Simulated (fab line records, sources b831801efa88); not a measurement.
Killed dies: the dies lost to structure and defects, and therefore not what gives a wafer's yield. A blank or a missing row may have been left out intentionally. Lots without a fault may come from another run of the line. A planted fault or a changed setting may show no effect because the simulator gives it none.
Struck lot and sound lot, side by side | flow gf180mcu | 33 steps out of a route of 602
Sound: wafers L397.1, L397.4, L397.6. The struck wafers were L396.3, L396.5, L396.6. The cause is given at the end.
Order at every step that has rows: each side's tool, ch and its chambers, its first start. Under that, the readings that differ: sound wafers | struck wafers | difference of the means | sigmas: that difference in standard deviations of wafers without a fault.
alike: words and numbers the same on both sides, and readings whose means are apart by under 2 such deviations; not compared: readings that were withheld, readings missing a value for some wafer, numbers with overlapping values and no deviation given by the record, and bounds like >300 which may hide the same value.
A row with sigmas, a row that says differs or no value, or rows on one side alone: a step with any of these is where the two part. When numbers do not overlap yet have no deviation, they are printed without sigmas and do not part them. Lack of a reading on every wafer of one side parts them only where that side has two or more wafers.

GF_HV_LDD_STRIP_22: strips in O2/N2.
  sound on plasmaAsher-03 ch 1, day 14 06:25; struck on plasmaAsher-03 ch 0,1, day 14 02:23
  alike: drypumpMotorCurrentA, heaterPowerW, oesProductAu, stripTimeToEndpointS
  not compared: rfHoursCounterH
GF_HV_LDD_TW_MEAS_23:
  sound: filmMetro-04 at day 14 06:31; struck: filmMetro-03 at day 14 02:29
  alike: HV_LDD_2_TW
then, 7 steps without rows for these wafers: GF_HV_LDD_DEHYDRATE_24 (time 60 s); GF_HV_LDD_HMDS_25 (prime time 60 s); GF_HV_LDD_COAT_26 (resist thk 1000 nm); GF_HV_LDD_SOFTBAKE_27 (time 60 s); GF_HV_LDD_EXPOSE_28 (exposes mask Nplus HV AREA, target cd 400 nm); GF_HV_LDD_PEB_29; GF_HV_LDD_DEVELOP_30 (develop time 60 s).
GF_HV_LDD_CD_MEAS_31 targets a cd of 400 nm.
  sound: cdSem-02 at day 15 03:41; struck: cdSem-01 at day 14 22:50
  alike: cdNm
GF_HV_LDD_OVL_MEAS_32:
  sound: overlay-01 at day 15 03:49; struck: overlay-01 at day 14 22:56
  alike: HV_LDD_02_OVL
then, 1 step without rows for these wafers: GF_HV_LDD_IMPLANT_33.
GF_HV_LDD_IMPLANT_34:
  sound on implanter-02 ch 0, day 15 03:59; struck on implanter-04, day 14 23:10
  no value came back on the struck wafers for beamEnergyKeV, beamOnS (s); on the sound wafers beamEnergyKeV reads 59.988 60.011 60.019
then, 2 steps without rows for these wafers: GF_HV_LDD_IMPLANT_35; GF_HV_LDD_IMPLANT_36.
GF_HV_LDD_STRIP_37: strips in O2/N2.
  sound on plasmaAsher-04 ch 1, day 15 04:26; struck on plasmaAsher-03 ch 0,1, day 14 23:35
reading          | sound       | struck      | difference | sigmas
heaterPowerW (W) | 381 389 378 | 299 367 294 | -63        | -3
  alike: drypumpMotorCurrentA, oesProductAu, stripTimeToEndpointS
  not compared: rfHoursCounterH
GF_HV_LDD_TW_MEAS_38:
  sound: filmMetro-04 at day 15 04:32; struck: filmMetro-02 at day 14 23:41
reading     | sound          | struck         | difference | sigmas
HV_LDD_3_TW | 1425 1419 1421 | 1324 1317 1317 | -102       | -8
then, 7 steps without rows for these wafers: GF_HV_LDD_DEHYDRATE_39 (time 60 s); GF_HV_LDD_HMDS_40 (prime time 60 s); GF_HV_LDD_COAT_41 (resist thk 1000 nm); GF_HV_LDD_SOFTBAKE_42 (time 60 s); GF_HV_LDD_EXPOSE_43 (exposes mask Pplus HV AREA, target cd 400 nm); GF_HV_LDD_PEB_44; GF_HV_LDD_DEVELOP_45 (develop time 60 s).
GF_HV_LDD_CD_MEAS_46 targets a cd of 400 nm.
  sound: cdSem-02 at day 16 02:18; struck: cdSem-01 at day 15 21:16
reading   | sound             | struck            | difference | sigmas
cdNm (nm) | 395.0 395.3 396.7 | 402.0 402.2 399.8 | +5.7       | +2
GF_HV_LDD_OVL_MEAS_47:
  sound: overlay-02 at day 16 02:25; struck: overlay-01 at day 15 21:22
  alike: HV_LDD_03_OVL
then, 1 step without rows for these wafers: GF_HV_LDD_IMPLANT_48.
GF_HV_LDD_STRIP_49: strips in O2/N2.
  sound on plasmaAsher-03 ch 0,1, day 16 02:37; struck on plasmaAsher-01 ch 0,1, day 15 21:34
  alike: drypumpMotorCurrentA, heaterPowerW, oesProductAu, stripTimeToEndpointS
  not compared: rfHoursCounterH
GF_HV_LDD_TW_MEAS_50:
  sound: filmMetro-03 at day 16 02:43; struck: filmMetro-03 at day 15 21:40
  alike: HV_LDD_4_TW
then, 1 step without rows for these wafers: GF_HV_LDD_CLEAN_51 (cleans in SC1/SC2, time 150 s).
GF_HV_LDD_RTA_52: time 10 s.
  sound on rtpAnneal-02 ch 0, day 16 02:49; struck on rtpAnneal-02 ch 0, day 15 21:47
  alike: lampPowerPct, wafer_temp_C_max
GF_HV_LDD_RS_MEAS_53: uses a four-point probe to measure.
  sound: filmMetro-04 at day 16 02:53; struck: filmMetro-02 at day 15 21:52
reading            | sound             | struck            | difference | sigmas
HV_LDD_RS (ohm/sq) | 417.2 417.3 417.8 | 438.5 439.2 438.8 | +21.4      | +25
then, 1 step without rows for these wafers: GF_HV_LDD_CVD_54 (deposits SiO2 from TEOS, target thk 10 nm, time 75 s).

WHERE THEY PART
First at GF_HV_LDD_IMPLANT_34; last, within this record, at GF_HV_LDD_RS_MEAS_53.

WHY: what the simulator had put in
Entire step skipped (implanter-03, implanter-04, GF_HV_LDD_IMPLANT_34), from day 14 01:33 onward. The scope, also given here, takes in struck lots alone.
